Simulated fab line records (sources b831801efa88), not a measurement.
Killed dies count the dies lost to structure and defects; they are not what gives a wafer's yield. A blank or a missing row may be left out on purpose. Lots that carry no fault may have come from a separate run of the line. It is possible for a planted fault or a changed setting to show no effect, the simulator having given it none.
fab line records -- flow sfq-line
record: lots: 14, wafers: 42, last-day: 91
route steps=325 shown I0@44 M2@100 M3@128 I3@134
lots with no fault: from the same line, run without faults
start-h: start of the lot's first displayed wafer, in hours after the record's first day -- wait-h: hours from the lot's prior step to this one -- " repeats the value in the row above -- L1.1+2: several wafers, shown together as one row -- - no value, or no start given -- * or withheld: withheld -- < > ~ a bound
route shown NAME@n: NAME is a module with steps in the file, n the number in the route of the first one -- usual: average and standard deviation across the fault-free wafers -- same: alike in all rows -- chamber/n: place in a boat -- sites: per-site readings -- _std_site: how widely they spread, as a standard deviation -- _edge_site: outer sites' mean less inner sites' -- radius-mm: for every site, how far away it sits from the centre of the wafer -- mask NAME#n: copy n -- behind: tool/chamber where the wafer was last shaped -- hold: cause of the lot's hold/its duration in hours/its outcome -- device: whichever transistor did not switch (one of n, p or np) -- end of line: at the end of the route, the tests of the same wafers -- a step given without rows: its recipe and nothing more -- killed: the dies lost at the first sort to structure and to defects; this is not the yield of the wafer -- map: shows each die of a wafer: x if killed, . if not, _ if none is there
set.NAME: the setting as run; set.NAME@STEP: as run at that earlier step -- model.NAME: the simulator's own value behind a step, which no gauge read
the route's steps for a sample of lots (tables are steps, rows are wafers)
services: from which hour (start-h, from the record's first day; less than 0 if before it) a tool's chamber was out of use, for how many hours, and why
== steps ==
step: SFQ_TRILAYER_I0_CMP_CMP_028
recipe: material: SiO2, down-force-psi: 3, platen-rpm: 60, pad-velocity-m-s: 0.94248
usual: motor-current-A: 10.7/1.1, time-to-endpoint-s: 218/7.9
lot.wafer,tool,chamber,start-h,wait-h,motor-current-A,time-to-endpoint-s
L813.4,cmp-02,2,313.03,2.1,10.8,212
L813.2,cmp-02,3,313.03,2.1,11.2,218
L813.5,cmp-02,1,314.53,3.6,10.0,216
L815.1,cmp-02,1,334.28,0.5,10.1,210
L815.4,cmp-02,2,334.28,0.5,11.5,210
L815.6,cmp-02,0,335.78,2.0,11.4,213
L816.4,cmp-01,0,335.96,1.0,11.8,238
L816.6,cmp-01,2,336.96,2.0,9.3,227
L816.5,cmp-01,3,336.96,2.0,12.8,216
L817.1,cmp-02,0,336.78,0.7,11.5,206
L817.4,cmp-02,3,338.28,2.1,11.2,219
L817.6,cmp-02,1,339.28,3.1,9.9,216
L819.2,cmp-01,2,340.96,2.4,8.6,220
L819.4,cmp-01,3,340.96,2.4,12.8,216
L819.6,cmp-01,2,342.96,4.4,8.8,220
L820.4,cmp-02,1,342.78,3.0,10.0,214
L820.3,cmp-02,0,344.28,4.5,11.2,214
L820.6,cmp-02,2,345.28,5.5,10.7,213
L821.1,cmp-01,3,344.46,3.5,12.1,206
L821.2,cmp-01,1,345.46,4.5,9.5,218
L821.6,cmp-01,3,346.46,5.5,11.8,220
L822.3,cmp-02,0,346.28,4.1,11.8,204
L822.2,cmp-02,2,347.28,5.1,10.9,203
L822.5,cmp-02,0,348.28,6.1,11.4,210
L824.4,cmp-01,2,376.59,0.0,8.7,227
L824.2,cmp-01,0,377.59,1.0,12.4,224
L824.6,cmp-01,3,379.09,2.5,12.3,214
L825.3,cmp-01,1,383.77,0.0,9.3,220
L825.5,cmp-01,1,385.77,2.0,9.5,225
L825.6,cmp-01,2,385.77,2.0,8.9,226
L827.2,cmp-02,1,404.10,1.0,9.6,224
L827.1,cmp-02,2,404.10,1.0,10.9,211
L827.5,cmp-02,0,405.60,2.5,11.3,225
L829.4,cmp-02,0,425.98,0.5,11.2,191
L829.3,cmp-02,2,426.98,1.5,11.0,171
L829.6,cmp-02,0,427.98,2.5,11.4,177
L831.2,cmp-02,0,443.52,0.0,10.8,180
L831.4,cmp-02,1,443.52,0.0,9.7,191
L831.1,cmp-02,3,445.02,1.5,11.1,187
L832.3,cmp-01,1,453.12,0.0,10.0,217
L832.4,cmp-01,2,453.12,0.0,9.5,226
L832.2,cmp-01,0,454.62,1.5,12.0,226
step: SFQ_TRILAYER_I0_METRO_MEASURE_029
usual: thk-nm: 200.4/1.1
lot.wafer,tool,chamber,start-h,wait-h,thk-nm
L813.2,film-metro-01,-,315.35,0.3,199.4
L813.4,film-metro-01,-,315.35,0.3,197.5
L813.5,film-metro-01,-,315.35,0.3,199.3
L815.1,film-metro-04,-,336.90,0.1,200.5
L815.4,film-metro-04,-,336.90,0.1,199.1
L815.6,film-metro-04,-,336.90,0.1,200.1
L816.4,film-metro-01,-,338.68,0.6,201.6
L816.5,film-metro-01,-,338.68,0.6,200.5
L816.6,film-metro-01,-,338.68,0.6,200.5
L817.1,film-metro-02,-,339.90,0.1,199.9
L817.4,film-metro-02,-,339.90,0.1,200.2
L817.6,film-metro-02,-,339.90,0.1,199.8
L819.2,film-metro-01,-,344.28,0.3,202.1
L819.4,film-metro-01,-,344.28,0.3,200.0
L819.6,film-metro-01,-,344.28,0.3,201.7
L820.3,film-metro-02,-,346.30,0.5,198.9
L820.4,film-metro-02,-,346.30,0.5,198.5
L820.6,film-metro-02,-,346.30,0.5,198.9
L821.1,film-metro-01,-,347.08,0.1,199.5
L821.2,film-metro-01,-,347.08,0.1,201.0
L821.6,film-metro-01,-,347.08,0.1,198.8
L822.2,film-metro-02,-,349.10,0.3,200.0
L822.3,film-metro-02,-,349.10,0.3,200.3
L822.5,film-metro-02,-,349.10,0.3,200.3
L824.2,film-metro-04,-,379.91,0.3,200.8
L824.4,film-metro-04,-,379.91,0.3,199.1
L824.6,film-metro-04,-,379.91,0.3,197.3
L825.3,film-metro-02,-,387.29,0.5,200.1
L825.5,film-metro-02,-,387.29,0.5,199.4
L825.6,film-metro-02,-,387.29,0.5,200.7
L827.1,film-metro-04,-,406.22,0.1,200.9
L827.2,film-metro-04,-,406.22,0.1,201.1
L827.5,film-metro-04,-,406.22,0.1,201.1
L829.3,film-metro-01,-,429.00,0.5,250.1
L829.4,film-metro-01,-,429.00,0.5,249.3
L829.6,film-metro-01,-,429.00,0.5,250.6
L831.1,film-metro-02,-,446.64,0.1,250.5
L831.2,film-metro-02,-,446.64,0.1,251.1
L831.4,film-metro-02,-,446.64,0.1,251.0
L832.2,film-metro-01,-,456.44,0.3,202.8
L832.3,film-metro-01,-,456.44,0.3,201.9
L832.4,film-metro-01,-,456.44,0.3,202.1
step: SFQ_TRILAYER_I0_VIA_ETCH_VIA_ETCH_034
recipe: target: SiO2, stop-on: Nb, mask-material: PR, taper-deg: 20, chemistry: CHF3, target-depth-nm: 260, source-w: 500, bias-w: 80, pressure-mtorr: 30, time-s: withheld
usual: bias-w: 80.00/0.24, drypump-motor-current-A: 5.7/0.58, oes-product-au: 0.855/0.005
lot.wafer,tool,chamber,start-h,wait-h,bias-w,drypump-motor-current-A,oes-product-au
L813.2,rie-diel-02,1,453.32,0.0,79.98,6.0,0.855
L813.4,rie-diel-02,3,453.32,0.0,79.57,6.1,0.848
L813.5,rie-diel-02,0,453.32,0.0,80.23,5.9,0.850
L815.1,rie-diel-02,0,476.25,0.0,79.72,5.9,0.851
L815.4,rie-diel-02,0,476.25,0.0,79.84,5.9,0.856
L815.6,rie-diel-02,1,476.25,0.0,80.38,6.0,0.853
L816.4,rie-diel-03,0,478.65,0.0,79.84,5.8,0.856
L816.5,rie-diel-03,2,478.65,0.0,79.90,5.6,0.855
L816.6,rie-diel-03,3,478.65,0.0,80.11,5.9,0.848
L817.1,rie-diel-02,2,479.85,0.0,79.97,4.7,0.848
L817.4,rie-diel-02,0,479.85,0.0,80.10,6.0,0.853
L817.6,rie-diel-02,1,479.85,0.0,80.32,6.0,0.855
L819.2,rie-diel-01,0,488.25,0.0,79.44,5.9,0.865
L819.4,rie-diel-01,2,488.25,0.0,80.12,6.4,0.851
L819.6,rie-diel-01,1,488.25,0.0,79.99,6.0,0.861
L820.3,rie-diel-03,1,490.65,0.0,79.87,4.9,0.854
L820.4,rie-diel-03,3,490.65,0.0,80.30,5.9,0.849
L820.6,rie-diel-03,3,490.65,0.0,80.21,5.8,0.849
L821.1,rie-diel-02,1,494.27,0.0,79.74,6.0,0.850
L821.2,rie-diel-02,2,494.27,0.0,80.38,4.7,0.849
L821.6,rie-diel-02,2,494.27,0.0,80.08,4.7,0.848
L822.2,rie-diel-01,3,495.45,0.0,80.38,6.2,0.855
L822.3,rie-diel-01,1,495.45,0.0,80.12,6.0,0.852
L822.5,rie-diel-01,3,495.45,0.0,80.15,6.2,0.845
L824.2,rie-diel-02,2,530.25,0.0,79.72,4.7,0.857
L824.4,rie-diel-02,3,530.25,0.0,79.72,6.1,0.851
L824.6,rie-diel-02,2,530.25,0.0,79.80,4.7,0.850
L825.3,rie-diel-02,2,539.85,0.0,80.40,4.7,0.851
L825.5,rie-diel-02,2,539.85,0.0,80.59,4.7,0.857
L825.6,rie-diel-02,3,539.85,0.0,80.40,6.2,0.866
L827.1,rie-diel-02,1,560.37,0.0,80.70,6.0,0.856
L827.2,rie-diel-02,2,560.37,0.0,79.98,4.7,0.855
L827.5,rie-diel-02,3,560.37,0.0,80.19,6.2,0.858
L829.3,rie-diel-02,3,582.60,0.0,80.07,6.2,0.977
L829.4,rie-diel-02,0,582.60,0.0,79.94,6.0,0.978
L829.6,rie-diel-02,2,582.60,0.0,79.94,4.7,0.973
L831.1,rie-diel-02,0,598.20,0.0,79.91,5.9,0.972
L831.2,rie-diel-02,1,598.20,0.0,79.97,6.0,0.974
L831.4,rie-diel-02,2,598.20,0.0,80.10,4.7,0.967
L832.2,rie-diel-02,3,601.86,0.0,80.17,6.2,0.861
L832.3,rie-diel-02,0,601.86,0.0,79.78,6.0,0.858
L832.4,rie-diel-02,2,601.86,0.0,79.79,4.7,0.862
step: SFQ_TRILAYER_M2_ETCH_METAL_ETCH_060
recipe: target: Nb, stop-on: SiO2, mask-material: PR, chemistry: Cl2/Ar, target-depth-nm: 240, icp-w: 600, bias-w: 80, pressure-mtorr: 10, time-s: 120
usual: bias-w: 80.02/0.23, drypump-motor-current-A: 5.7/0.49, oes-product-au: 0.894/0.006
lot.wafer,tool,chamber,start-h,wait-h,bias-w,drypump-motor-current-A,oes-product-au,rf-hours-counter-h
L813.2,rie-metal-02,1,759.35,0.0,80.22,5.0,0.887,71
L813.4,rie-metal-02,0,759.35,0.0,79.98,6.3,0.893,-
L813.5,rie-metal-02,0,759.35,0.0,80.28,6.3,0.893,-
L815.1,rie-metal-02,1,772.55,0.0,80.23,5.1,0.894,73
L815.4,rie-metal-02,0,772.55,0.0,79.94,6.3,0.898,-
L815.6,rie-metal-02,0,772.55,0.0,79.87,6.3,0.898,-
L816.4,rie-metal-02,0,776.20,0.1,80.02,6.3,0.882,-
L816.5,rie-metal-02,1,776.20,0.1,80.26,5.1,0.900,-
L816.6,rie-metal-02,0,776.20,0.1,79.85,6.3,0.900,-
L817.1,rie-metal-04,0,777.35,0.0,80.03,6.1,0.895,106
L817.4,rie-metal-04,0,777.35,0.0,80.34,6.2,0.889,-
L817.6,rie-metal-04,1,777.35,0.0,80.15,6.2,0.899,-
L819.2,rie-metal-03,0,791.67,0.0,79.95,5.5,0.891,74
L819.4,rie-metal-03,0,791.67,0.0,80.33,5.5,0.896,-
L819.6,rie-metal-03,1,791.67,0.0,80.03,5.2,0.898,-
L820.3,rie-metal-03,1,795.32,0.1,80.08,5.2,0.896,-
L820.4,rie-metal-03,0,795.32,0.1,80.17,5.5,0.904,-
L820.6,rie-metal-03,1,795.32,0.1,79.85,5.2,0.896,-
L821.1,rie-metal-03,0,800.20,0.0,79.94,5.5,0.886,75
L821.2,rie-metal-03,1,800.20,0.0,79.95,5.2,0.896,50
L821.6,rie-metal-03,1,800.20,0.0,79.59,5.2,0.886,-
L822.2,rie-metal-02,1,805.10,0.1,79.58,5.1,0.895,-
L822.3,rie-metal-02,1,805.10,0.1,79.63,5.1,0.888,-
L822.5,rie-metal-02,1,805.10,0.1,79.76,5.1,0.890,-
L824.2,rie-metal-04,1,845.80,0.0,79.96,6.2,0.884,60
L824.4,rie-metal-04,1,845.80,0.0,80.03,6.2,0.885,-
L824.6,rie-metal-04,0,845.80,0.0,79.68,6.2,0.892,-
L825.3,rie-metal-04,1,851.85,0.1,80.49,6.2,0.895,-
L825.5,rie-metal-04,0,851.85,0.1,79.61,6.1,0.894,-
L825.6,rie-metal-04,1,851.85,0.1,80.06,6.2,0.888,-
L827.1,rie-metal-03,1,872.32,0.0,80.29,5.2,0.899,62
L827.2,rie-metal-03,0,872.32,0.0,79.90,5.5,0.909,87
L827.5,rie-metal-03,1,872.32,0.0,80.24,5.2,0.890,-
L829.3,rie-metal-03,1,887.97,0.1,80.00,5.2,0.888,-
L829.4,rie-metal-03,0,887.97,0.1,79.87,5.5,0.895,-
L829.6,rie-metal-03,0,887.97,0.1,79.89,5.4,0.892,-
L831.1,rie-metal-03,0,899.92,0.0,79.96,5.5,0.890,92
L831.2,rie-metal-03,1,899.92,0.0,80.41,5.2,0.900,67
L831.4,rie-metal-03,0,899.92,0.0,80.02,5.5,0.904,-
L832.2,rie-metal-02,1,904.06,0.0,79.84,5.1,0.903,94
L832.3,rie-metal-02,1,904.06,0.0,79.83,5.1,0.899,-
L832.4,rie-metal-02,0,904.06,0.0,80.03,6.3,0.899,-
step: SFQ_M3_OVL_MEAS_921
usual: M3_OVL: -1/5.4
lot.wafer,tool,chamber,start-h,wait-h,M3_OVL[nm]
L813.2,overlay-01,-,917.08,0.1,3
L813.4,overlay-01,-,917.08,0.1,-2
L813.5,overlay-01,-,917.08,0.1,4
L815.1,overlay-01,-,931.49,0.1,0
L815.4,overlay-01,-,931.49,0.1,1
L815.6,overlay-01,-,931.49,0.1,5
L816.4,overlay-01,-,933.91,0.1,2
L816.5,overlay-01,-,933.91,0.1,0
L816.6,overlay-01,-,933.91,0.1,5
L817.1,overlay-01,-,936.29,0.1,-12
L817.4,overlay-01,-,936.29,0.1,-12
L817.6,overlay-01,-,936.29,0.1,-10
L819.2,overlay-01,-,942.30,0.1,10
L819.4,overlay-01,-,942.30,0.1,3
L819.6,overlay-01,-,942.30,0.1,4
L820.3,overlay-02,-,944.72,0.1,2
L820.4,overlay-02,-,944.72,0.1,4
L820.6,overlay-02,-,944.72,0.1,6
L821.1,overlay-02,-,950.28,0.1,-5
L821.2,overlay-02,-,950.28,0.1,-1
L821.6,overlay-02,-,950.28,0.1,-1
L822.2,overlay-02,-,983.44,0.1,1
L822.3,overlay-02,-,983.44,0.1,3
L822.5,overlay-02,-,983.44,0.1,2
L824.2,overlay-02,-,991.47,0.1,-1
L824.4,overlay-02,-,991.47,0.1,-6
L824.6,overlay-02,-,991.47,0.1,4
L825.3,overlay-02,-,997.49,0.1,1
L825.5,overlay-02,-,997.49,0.1,1
L825.6,overlay-02,-,997.49,0.1,-2
L827.1,overlay-02,-,1015.66,0.1,0
L827.2,overlay-02,-,1015.66,0.1,-3
L827.5,overlay-02,-,1015.66,0.1,-2
L829.3,overlay-01,-,1039.47,0.1,-6
L829.4,overlay-01,-,1039.47,0.1,0
L829.6,overlay-01,-,1039.47,0.1,-4
L831.1,overlay-02,-,1050.26,0.1,-6
L831.2,overlay-02,-,1050.26,0.1,-2
L831.4,overlay-02,-,1050.26,0.1,2
L832.2,overlay-01,-,1055.07,0.1,6
L832.3,overlay-01,-,1055.07,0.1,9
L832.4,overlay-01,-,1055.07,0.1,4
step: SFQ_TRILAYER_I3_CMP_CMP_082
recipe: material: SiO2, down-force-psi: 3, platen-rpm: 60, pad-velocity-m-s: 0.94248
usual: motor-current-A: 10.8/1.1, time-to-endpoint-s: 217/7.7
lot.wafer,tool,chamber,start-h,wait-h,motor-current-A,time-to-endpoint-s
L813.4,cmp-02,3,937.10,18.9,10.7,212
L813.2,cmp-02,1,938.10,20.0,9.8,208
L813.5,cmp-02,3,939.10,20.9,10.8,220
L815.4,cmp-01,0,951.22,18.7,12.3,235
L815.1,cmp-01,3,952.72,20.2,12.2,215
L815.6,cmp-01,0,952.72,20.2,11.5,228
L816.4,cmp-02,1,952.10,17.1,9.5,223
L816.5,cmp-02,0,953.60,18.6,11.9,222
L816.6,cmp-02,1,953.60,18.6,10.7,217
L817.4,cmp-02,3,955.60,18.2,11.1,237
L817.1,cmp-02,0,955.60,18.2,10.8,216
L817.6,cmp-02,2,957.10,19.7,10.6,215
L819.2,cmp-01,0,963.72,20.4,11.9,216
L819.4,cmp-01,2,964.72,21.4,8.6,216
L819.6,cmp-01,3,964.72,21.4,12.6,212
L820.4,cmp-01,1,966.22,20.4,9.8,225
L820.3,cmp-01,0,967.72,22.0,12.1,230
L820.6,cmp-01,1,967.72,22.0,9.8,223
L821.1,cmp-02,3,971.06,19.7,11.6,211
L821.2,cmp-02,1,972.06,20.7,9.8,211
L821.6,cmp-02,3,973.06,21.7,11.2,220
L822.2,cmp-02,1,994.56,10.1,10.5,223
L822.3,cmp-02,3,995.56,11.1,11.3,227
L822.5,cmp-02,1,996.56,12.1,10.0,229
L824.4,cmp-02,2,1003.56,11.0,11.3,217
L824.2,cmp-02,3,1003.56,11.0,10.8,215
L824.6,cmp-02,3,1006.06,13.5,10.9,228
L825.3,cmp-02,3,1010.06,11.5,11.0,219
L825.6,cmp-02,2,1011.56,13.0,10.6,216
L825.5,cmp-02,3,1011.56,13.0,11.3,217
L827.2,cmp-01,1,1024.22,7.5,10.4,213
L827.1,cmp-01,2,1024.22,7.5,8.3,207
L827.5,cmp-01,0,1025.72,9.0,12.4,222
L829.4,cmp-01,3,1041.04,0.5,12.0,208
L829.3,cmp-01,1,1042.04,1.5,10.2,216
L829.6,cmp-01,3,1043.04,2.5,12.2,212
L831.2,cmp-02,0,1060.50,9.2,11.6,214
L831.1,cmp-02,1,1060.50,9.2,9.9,220
L831.4,cmp-02,3,1062.00,10.7,11.4,222
L832.3,cmp-01,1,1066.58,10.5,9.3,228
L832.4,cmp-01,3,1067.58,11.4,11.5,217
L832.2,cmp-01,0,1067.58,11.4,11.6,226
== services ==
tool,chamber,start-h,hours,kind
cmp-02,-,295.35,2.2,repair
cmp-01,-,311.17,3.3,repair
cmp-02,-,406.68,4.0,pm
cmp-02,-,408.53,2.4,repair
cmp-01,-,411.28,0.5,repair
cmp-02,-,485.74,6.2,pm
cmp-01,-,547.62,5.2,pm
cmp-01,-,573.48,4.0,pm
cmp-02,-,604.01,13.3,pm
cmp-01,-,622.85,6.7,pm
cmp-01,-,653.04,2.3,repair
cmp-02,-,672.71,2.8,pm
cmp-02,-,674.96,1.3,repair
cmp-01,-,691.82,2.1,repair
cmp-01,-,743.22,1.2,repair
cmp-02,-,746.81,4.0,pm
cmp-01,-,762.62,2.9,repair
cmp-01,-,784.97,1.5,repair
cmp-01,-,800.92,0.5,repair
cmp-02,-,818.42,0.6,repair
cmp-02,-,827.34,0.8,repair
cmp-01,-,829.82,0.2,repair
cmp-02,-,959.31,2.2,repair
cmp-02,-,1043.21,3.2,pm
== key ==
first-sign: step: SFQ_TRILAYER_I0_CMP_CMP_028, reading: time-to-endpoint-s, direction: down, sigmas: 4.4, usual: *, struck: *
effect: step: SFQ_TRILAYER_I0_METRO_MEASURE_029, reading: thk-nm, direction: up, sigmas: 45, usual: 200.4, struck: 250.4
effect: step: SFQ_TRILAYER_I0_VIA_ETCH_VIA_ETCH_034, reading: oes-product-au, direction: up, sigmas: 24, usual: 0.855, struck: 0.974
met-at SFQ_TRILAYER_I0_CMP_CMP_028
struck-lots L829,L831
not-acting-at SFQ_TRILAYER_M2_ETCH_METAL_ETCH_060,SFQ_M3_OVL_MEAS_921,SFQ_TRILAYER_I3_CMP_CMP_082
onset-between 404.10 425.98
fault: kind: process-parameter-drift, tool: cmp-02, chamber: -, onset-h: 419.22, steps: SFQ_TRILAYER_I0_CMP_CMP_028, channel: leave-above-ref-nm, offset: 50, shape: step, end-h: 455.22, acts-in: these-recipes-only, stated: 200
